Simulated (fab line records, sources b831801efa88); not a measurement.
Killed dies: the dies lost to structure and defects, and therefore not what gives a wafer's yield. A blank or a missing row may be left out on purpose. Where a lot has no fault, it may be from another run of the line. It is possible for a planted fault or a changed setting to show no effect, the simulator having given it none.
8D (eight disciplines) problem report, filled in by code | flow sky130 | the parts of the form that need people (team, actions taken, sign-off) are left out

1. WHAT IS WRONG
At SKY_METAL3_ETCH_16, bias w averages 104.85 W over 4 wafers from 2 lots, while fault-free wafers read 99.99 W, standard deviation 0.3. Measured from the usual mean, that is +16 standard deviations.
The step: etches BARC in N2/H2, stops on SiO2, time 88.2 s, target depth 60 nm.
Seen first at day 40 15:46 on rie metal-01, wafer L355.1. At this step, 18 wafers from 6 lots have a number in the record. Rule for "out", or "out of limits": more than 4 standard deviations from the usual mean. All remaining wafers that have a number are taken as sound.

2. WHAT IT IS; WHAT IT IS NOT
question                    | is                             | is not
which readings at this step | bias w                         | drypump motor current A, he backside leak sccm, oes product au, throttle valve pct
which lots                  | L355, L356                     | L362, L364, L367, L371
which wafers of those lots  | L355.1, L355.6, L356.1, L356.5 | L355.5, L356.4
read on which tools         | rie metal-01                   | rie metal-02, rie metal-04
when                        | from day 40 15:46              | up to then (1 sound wafer); but 13 sound wafers of L356, L362, L364, L367, L371 came after

3. SUSPECTS, AND WHAT RULES EACH OUT
Counting: if a tool at a process step up to the reading ran every lot that is out, it stays a suspect. Sound lots after the first of them don't rule it out here, since some wafers of a struck lot are sound.
- rie metal-01 at SKY_METAL3_DESCUM_15 (chemistry O2, time 8 s): kept. It ran every lot that is out, first L355 (day 40 15:44).
- rie metal-01 at SKY_METAL3_ETCH_16 (etches BARC in N2/H2, stops on SiO2, time 88.2 s, target depth 60 nm): kept. It ran every lot that is out, first L355 (day 40 15:46). Its own readings are out on those wafers: bias w.
- Within rie metal-01 at SKY_METAL3_DESCUM_15: the wafers that are out ran in chamber 0; their sound lot-mates ran in chamber 1.
- Within rie metal-01 at SKY_METAL3_ETCH_16: the wafers that are out ran in chamber 0; their sound lot-mates ran in chamber 1.
Remaining after the count are rie metal-01 at SKY_METAL3_DESCUM_15 and rie metal-01 at SKY_METAL3_ETCH_16.

4. THE CAUSE (what the simulator had put in)
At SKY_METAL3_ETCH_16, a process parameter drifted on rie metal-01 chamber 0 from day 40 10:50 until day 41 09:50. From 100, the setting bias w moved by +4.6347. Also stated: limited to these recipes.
Counting left 2 suspects, and this tool is among them.

5. THE CHAIN OF EFFECTS, in route order
Rows list readings where the struck wafers' mean (over those with a number) sits beyond 3 standard deviations from the usual. Only readings whose record carries a usual standard deviation are examined. hours: median over the lots of the time between each lot's start at the first step of this table that gives one and its start at this step. sigmas: the change, counted in usual standard deviations.
hours | step               | reading | usual   | on struck wafers | change | sigmas
0     | SKY_METAL3_ETCH_16 | bias w  | 99.99 W | 104.85           | +4.86  | +16
Process steps it contains:
- SKY_METAL3_ETCH_16: etches BARC in N2/H2, stops on SiO2, time 88.2 s, target depth 60 nm.

6. WHAT WOULD HAVE CAUGHT IT SOONER
First out-of-limits reading in this record: day 40 15:46, which is 5 hours after fault onset at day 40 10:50.
